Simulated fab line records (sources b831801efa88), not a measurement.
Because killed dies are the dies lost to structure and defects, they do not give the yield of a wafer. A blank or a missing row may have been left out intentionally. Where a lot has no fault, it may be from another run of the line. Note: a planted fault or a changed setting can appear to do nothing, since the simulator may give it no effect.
Which tool is to blame? || flow sky130 || route of 708 steps, sampled at 1 step: 12 lots, 36 wafers

WHAT THE GAUGES SHOWED, per wafer
SKY_CONTACT_CD_MEAS_14: the cd target is 170 nm.
{"lot": "L076", "measured": "day 32 14:37", "on": "cd-sem-01", "cd-nm (nm)": "169.9 169.5 169.0"}
{"lot": "L077", "measured": "day 32 21:27", "on": "cd-sem-01", "cd-nm (nm)": "170.6 171.1 170.2"}
{"lot": "L079", "measured": "day 33 07:04", "on": "cd-sem-02", "cd-nm (nm)": "169.8 168.6 169.9"}
{"lot": "L080", "measured": "day 34 02:07", "on": "cd-sem-02", "cd-nm (nm)": "169.5 167.0 168.0"}
{"lot": "L083", "measured": "day 34 14:50", "on": "cd-sem-01", "cd-nm (nm)": "173.1 171.9 172.7"}
{"lot": "L085", "measured": "day 35 08:37", "on": "cd-sem-01", "cd-nm (nm)": "173.0 170.5 171.7"}
{"lot": "L087", "measured": "day 35 17:36", "on": "cd-sem-02", "cd-nm (nm)": "169.0 168.8 169.1"}
{"lot": "L089", "measured": "day 36 06:08", "on": "cd-sem-02", "cd-nm (nm)": "171.1 170.8 170.6"}
{"lot": "L091", "measured": "day 36 19:06", "on": "cd-sem-01", "cd-nm (nm)": "170.9 171.6 169.1"}
{"lot": "L093", "measured": "day 37 11:38", "on": "cd-sem-01", "cd-nm (nm)": "168.2 168.3 167.2"}
{"lot": "L095", "measured": "day 38 05:00", "on": "cd-sem-01", "cd-nm (nm)": "169.1 169.4 169.2"}
{"lot": "L097", "measured": "day 38 13:37", "on": "cd-sem-02", "cd-nm (nm)": "169.3 170.3 169.1"}

TOOL THAT RAN EACH LOT (tool first, then ch and the chambers of the sampled wafers, then the start)
Record: no process step prior to these readings.

THE ANSWER, worked out from the rows above alone
Rule: usual is defined by the lots themselves. The widest of any qualifying gaps counts: lots, ordered by their means at a reading, are off when they make up no more than a third of the lots, leave a main group of 4 or more, and stand apart from it by 3 or more times the standard deviation of that group's means. If all means in a main group match to the digits the tables above print for the reading, that group is not used. A lot without any number at a reading at which 4 lots or more have one is off too. The other lots that the step has rows for count as sound.
Across all readings shown, no lot is off: no conclusion can be drawn from this.

WHAT HAD BEEN PUT IN BY THE SIMULATOR
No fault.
